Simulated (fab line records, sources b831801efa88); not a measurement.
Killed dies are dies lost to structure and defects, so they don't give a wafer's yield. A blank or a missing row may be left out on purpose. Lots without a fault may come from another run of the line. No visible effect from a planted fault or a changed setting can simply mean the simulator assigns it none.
A sampling plan put to the test | flow sky130 | each of the 22 faults these records tell of, on one fab line, judged from the records of the lots it struck
What counts as the plan is the set of the line's own looks, namely the steps on the route at which a gauge or an inspection reads a wafer and does not change it. A look is open to judgement when struck wafers have a number at it and the file gives its usual mean and standard deviation on fault-free wafers. Caught: the struck wafers' mean, at a look after the fault's first step, is 4 or more of those standard deviations (sigma) away from the usual mean. On the tool: the test repeated on the tool's own readings taken at the fault's steps. Another recipe on the struck wafers, or a record that is blank for them alone, also counts as caught.

## THE FAULTS, as the simulator had put them in
1. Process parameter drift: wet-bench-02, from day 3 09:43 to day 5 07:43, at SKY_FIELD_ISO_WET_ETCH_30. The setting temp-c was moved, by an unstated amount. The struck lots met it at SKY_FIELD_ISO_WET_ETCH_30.
2. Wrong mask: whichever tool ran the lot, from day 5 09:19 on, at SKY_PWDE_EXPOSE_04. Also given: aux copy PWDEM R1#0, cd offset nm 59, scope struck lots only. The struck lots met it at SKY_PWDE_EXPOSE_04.
3. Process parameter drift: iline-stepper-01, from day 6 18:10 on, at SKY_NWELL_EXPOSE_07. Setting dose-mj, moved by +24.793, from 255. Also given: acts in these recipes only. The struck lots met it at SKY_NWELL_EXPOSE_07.
4. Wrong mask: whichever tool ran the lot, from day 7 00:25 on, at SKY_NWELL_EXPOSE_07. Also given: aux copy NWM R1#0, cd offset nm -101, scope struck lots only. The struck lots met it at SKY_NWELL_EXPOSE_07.
5. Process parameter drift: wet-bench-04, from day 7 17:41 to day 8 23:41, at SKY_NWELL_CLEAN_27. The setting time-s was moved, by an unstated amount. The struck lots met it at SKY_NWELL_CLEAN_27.
6. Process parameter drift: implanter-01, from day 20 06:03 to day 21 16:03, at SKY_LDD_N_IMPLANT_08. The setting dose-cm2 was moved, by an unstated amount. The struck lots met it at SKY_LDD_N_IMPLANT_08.
7. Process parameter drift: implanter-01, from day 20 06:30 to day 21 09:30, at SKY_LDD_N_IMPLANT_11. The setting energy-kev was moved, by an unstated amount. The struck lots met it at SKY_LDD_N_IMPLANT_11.
8. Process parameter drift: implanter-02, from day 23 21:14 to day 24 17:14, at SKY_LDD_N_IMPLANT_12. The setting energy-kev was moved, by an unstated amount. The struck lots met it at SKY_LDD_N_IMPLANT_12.
9. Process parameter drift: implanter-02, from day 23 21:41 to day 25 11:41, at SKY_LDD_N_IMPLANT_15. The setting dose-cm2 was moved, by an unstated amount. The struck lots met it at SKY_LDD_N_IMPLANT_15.
10. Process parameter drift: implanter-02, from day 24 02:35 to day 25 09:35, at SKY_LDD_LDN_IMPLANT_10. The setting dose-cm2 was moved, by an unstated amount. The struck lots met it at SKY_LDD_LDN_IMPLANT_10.
11. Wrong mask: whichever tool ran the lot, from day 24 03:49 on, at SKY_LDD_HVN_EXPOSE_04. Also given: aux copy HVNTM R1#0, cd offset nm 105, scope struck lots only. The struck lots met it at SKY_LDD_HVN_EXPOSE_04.
12. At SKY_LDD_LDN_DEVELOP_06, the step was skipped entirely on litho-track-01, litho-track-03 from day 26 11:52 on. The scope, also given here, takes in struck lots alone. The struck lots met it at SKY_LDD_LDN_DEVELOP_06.
13. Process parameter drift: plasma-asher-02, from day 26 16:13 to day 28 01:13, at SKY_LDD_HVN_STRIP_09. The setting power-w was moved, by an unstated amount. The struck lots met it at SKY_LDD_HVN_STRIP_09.
14. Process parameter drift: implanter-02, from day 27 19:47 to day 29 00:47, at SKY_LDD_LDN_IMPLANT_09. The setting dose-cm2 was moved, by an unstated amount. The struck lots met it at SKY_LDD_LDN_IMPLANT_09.
15. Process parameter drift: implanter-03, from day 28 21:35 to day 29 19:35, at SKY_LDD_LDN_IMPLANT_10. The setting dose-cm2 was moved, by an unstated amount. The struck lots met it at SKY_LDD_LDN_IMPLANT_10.
16. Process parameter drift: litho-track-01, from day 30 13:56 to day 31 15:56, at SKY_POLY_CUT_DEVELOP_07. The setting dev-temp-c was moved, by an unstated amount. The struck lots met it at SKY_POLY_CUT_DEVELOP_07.
17. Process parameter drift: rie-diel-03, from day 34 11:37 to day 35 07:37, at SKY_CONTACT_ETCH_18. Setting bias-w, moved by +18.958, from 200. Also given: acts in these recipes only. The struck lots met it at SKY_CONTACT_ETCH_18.
18. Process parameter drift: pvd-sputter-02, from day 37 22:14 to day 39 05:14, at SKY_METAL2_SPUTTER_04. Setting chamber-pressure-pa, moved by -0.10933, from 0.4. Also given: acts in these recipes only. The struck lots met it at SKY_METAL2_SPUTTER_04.
19. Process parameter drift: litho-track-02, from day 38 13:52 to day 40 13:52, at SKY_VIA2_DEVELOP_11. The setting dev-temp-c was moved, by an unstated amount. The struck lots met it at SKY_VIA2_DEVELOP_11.
20. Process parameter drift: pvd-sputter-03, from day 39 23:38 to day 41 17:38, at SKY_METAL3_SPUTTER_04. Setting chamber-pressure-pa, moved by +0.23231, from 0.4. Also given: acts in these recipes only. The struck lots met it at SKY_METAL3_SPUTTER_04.
21. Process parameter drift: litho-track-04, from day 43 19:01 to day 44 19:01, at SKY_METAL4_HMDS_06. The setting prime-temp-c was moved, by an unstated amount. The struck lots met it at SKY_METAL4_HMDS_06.
22. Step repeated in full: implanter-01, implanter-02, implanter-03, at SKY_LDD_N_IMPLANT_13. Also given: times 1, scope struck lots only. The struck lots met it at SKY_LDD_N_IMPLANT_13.

## WHAT THE PLAN SAW
fault | on the tool itself                               | first look that catches it                      | reading, sigma | median hours from its first step to that look | hours from the fault's start to the first struck lot there | judged looks passed uncaught
1     | temp-c -99 or beyond sigma                       | not the one look that can be judged after it    | -              | -                                             | -                                                          | 1
2     | no reading that can be judged                    | none of the 2 looks that can be judged after it | -              | -                                             | -                                                          | 2
3     | exposure-dose-mJ-cm2 +86 sigma                   | no look after it can be judged                  | -              | -                                             | -                                                          | 0
4     | no reading that can be judged                    | not the one look that can be judged after it    | -              | -                                             | -                                                          | 1
5     | run-length-s -18 sigma                           | no look after it can be judged                  | -              | -                                             | -                                                          | 0
6     | dose-ions-cm2 +99 or beyond sigma                | not the one look that can be judged after it    | -              | -                                             | -                                                          | 1
7     | beam-energy-keV -99 or beyond sigma              | none of the 2 looks that can be judged after it | -              | -                                             | -                                                          | 2
8     | beam-energy-keV -99 or beyond sigma              | no look after it can be judged                  | -              | -                                             | -                                                          | 0
9     | dose-ions-cm2 -99 or beyond sigma                | not the one look that can be judged after it    | -              | -                                             | -                                                          | 1
10    | dose-ions-cm2 +99 or beyond sigma                | none of the 2 looks that can be judged after it | -              | -                                             | -                                                          | 2
11    | under 2 sigma                                    | no look after it can be judged                  | -              | -                                             | -                                                          | 0
12    | the tool's record is blank for the struck wafers | none of the 2 looks that can be judged after it | -              | -                                             | -                                                          | 2
13    | strip-time-to-endpoint-s -21 sigma               | no look after it can be judged                  | -              | -                                             | -                                                          | 0
14    | dose-ions-cm2 -52 sigma                          | no look after it can be judged                  | -              | -                                             | -                                                          | 0
15    | dose-ions-cm2 -99 or beyond sigma                | no look after it can be judged                  | -              | -                                             | -                                                          | 0
16    | developer-temp-C -8.2 sigma                      | none of the 2 looks that can be judged after it | -              | -                                             | -                                                          | 2
17    | bias-w +30 sigma                                 | none of the 2 looks that can be judged after it | -              | -                                             | -                                                          | 2
18    | chamber-pressure-pa -99 or beyond sigma          | no look after it can be judged                  | -              | -                                             | -                                                          | 0
19    | developer-temp-C +6.4 sigma                      | not the one look that can be judged after it    | -              | -                                             | -                                                          | 1
20    | chamber-pressure-pa +99 or beyond sigma          | not the one look that can be judged after it    | -              | -                                             | -                                                          | 1
21    | prime-temp-c -6.9 sigma                          | not the one look that can be judged after it    | -              | -                                             | -                                                          | 1
22    | under 2 sigma                                    | no look after it can be judged                  | -              | -                                             | -                                                          | 0
A dash: the fault isn't caught, or these records don't give the number.

Caught at a look: 0 of 22. Caught on the tool: 18 of 22. By one or the other: 18 of 22.
Faults 1, 3, 5, 6, 7, 8, 9, 10, 12, 13, 14, 15, 16, 17, 18, 19, 20, 21 were caught on the tool alone.
Caught by neither: faults 2, 4, 11, 22.
